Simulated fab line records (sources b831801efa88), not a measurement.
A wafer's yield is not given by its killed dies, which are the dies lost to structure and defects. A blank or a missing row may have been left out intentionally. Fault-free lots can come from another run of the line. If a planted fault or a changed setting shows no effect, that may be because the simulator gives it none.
A lot that was struck, set against a sound lot | flow sky130 | 15 steps out of a route of 708
Sound: wafers L445.2, L445.4, L445.6. Struck: wafer L440.1 (L440.4, L440.6, from the same lot, were not struck and are left out); the cause is given at the end.
Per side, at each step with rows, come the tool, then ch with its chambers, and then its first start. Under that, the readings that differ: sound wafers | struck wafers | difference of the means | sigmas: that difference in standard deviations of wafers without a fault.
alike: readings with means less than 2 such deviations apart, plus words and numbers identical on both sides. not compared: withheld readings, readings lacking a value on some wafer, bounds such as >300 that could conceal the same value, and numbers that have no deviation in the record and whose values overlap.
The two part at a step that has a row with sigmas, a row that says differs or no value, or rows on one side only. Non-overlapping numbers with no deviation appear without sigmas and do not part them. Lack of a reading on every wafer of one side parts them only where that side has two or more wafers.

first, 1 step without rows for these wafers: SKY_CONTACT_ETCH_17 (etches SiO2 in C4F8/O2/Ar, stops on Si3N4, target depth 340 nm).
SKY_CONTACT_ETCH_18: etches Si3N4 in CHF3/O2, stops on TiN, time 39 s, target depth 75 nm.
  sound on rie_diel-03 ch 1,2; struck on rie_diel-01 ch 2
  alike: drypump_motor_current_A, oes_product_au, throttle_valve_pct
  not compared: rf_hours_counter_h
SKY_CONTACT_STRIP_19: strips in O2/N2.
  sound on plasma_asher-03 ch 1, day 36 05:21; struck on plasma_asher-03 ch 0, day 34 22:34
  reading                     | sound             | struck | difference | sigmas
  drypump_motor_current_A (A) | 6.4 6.4 6.4       | 4.9    | -1.5       | -2
  oes_product_au (a.u.)       | 0.368 0.376 0.374 | 0.392  | +0.019     | +4
  alike: n2_flow_sccm, strip_time_to_endpoint_s
  not compared: rf_hours_counter_h
then, 4 steps without rows for these wafers: SKY_CONTACT_STRIP_20 (strips in post etch residue remover, time 1200 s); SKY_CONTACT_CLEAN_21 (cleans in IPA, time 180 s); SKY_CONTACT_CLEAN_22 (cleans in O3/DIW); SKY_CONTACT_SPUTTER_23 (material TiN, target thk 20 nm, time 80 s).
SKY_CONTACT_CVD_24: deposits W, target thk 340 nm, time 102.12 s.
  sound on cvd_w-02 ch 0,1, day 36 06:01; struck on cvd_w-01 ch 1, day 34 23:16
  alike: heater_power_w
SKY_CONTACT_RS_MEAS_25: uses a four-point probe to measure.
  sound on film_metro-01, day 36 06:08; struck on film_metro-04, day 34 23:29
  alike: CONTACT_W_RS
SKY_CONTACT_THK_MEAS_26: measures by xrf.
  sound on film_metro-01, day 36 06:15; struck on film_metro-04, day 34 23:36
  alike: CONTACT_W_THK
SKY_CONTACT_CMP_27: polishes, stops on SiO2, t overpolish 15 s, target thk 0 nm.
  sound on cmp-01 ch 1,2, day 36 06:18; struck on cmp-01 ch 2, day 34 23:43
  alike: motor_current_A, overpolish_run_s, time_to_endpoint_s
SKY_METAL1_SPUTTER_00: material Ti, target thk 15 nm, time 10 s.
  sound on pvd_sputter-04, day 36 06:36; struck on pvd_sputter-03, day 34 23:58
  alike: chamber_pressure_pa, throttle_valve_pct
SKY_METAL1_SPUTTER_01: material TiN, target thk 20 nm, time 16.7 s.
  sound on pvd_sputter-04, day 36 06:37; struck on pvd_sputter-03, day 34 23:59
  reading                                    | sound             | struck | difference | sigmas
  model.TiN_of_METAL1_SPUTTER_01.thk_nm (nm) | 19.95 19.85 20.13 | 15.72  | -4.26      |
  alike: chamber_pressure_pa, throttle_valve_pct
then, 1 step without rows for these wafers: SKY_METAL1_SPUTTER_02 (material AlCu, target thk 250 nm, time 13.3 s).
-- the record jumps here: 13 days lie between the struck wafers' starts before and after (it left off in module METAL1 and takes up again in module PAD_OPEN, whose first step shown is number 708 of the route) --
SKY_PAD_OPEN_PROBE_99:
  sound on prober-02, day 49 10:55; struck on prober-01, day 48 09:31
  reading                  | sound          | struck | difference | sigmas
  defect_limited_yield (%) | 83.3 83.5 84.3 | 80.1   | -3.6       | -2
  killed_dies              | 82 81 77       | 98     | +18        | +2
  sort_n_pass              | 410 411 415    | 394    | -18        | -2
  sort_yield_pct (%)       | 83.3 83.5 84.3 | 80.1   | -3.6       | -2
  alike: killed_at_M0_to_M3, killed_at_M4_up, killed_at_contacts, killed_at_front_end, killed_at_other, killed_open, killed_short, sort_bin_3_pad_short, sort_bin_5_function, sort_bin_6_memory

WHERE THEY PART
Earliest at SKY_CONTACT_STRIP_19; latest, in this record, at SKY_PAD_OPEN_PROBE_99.

WHY: the cause the simulator had injected
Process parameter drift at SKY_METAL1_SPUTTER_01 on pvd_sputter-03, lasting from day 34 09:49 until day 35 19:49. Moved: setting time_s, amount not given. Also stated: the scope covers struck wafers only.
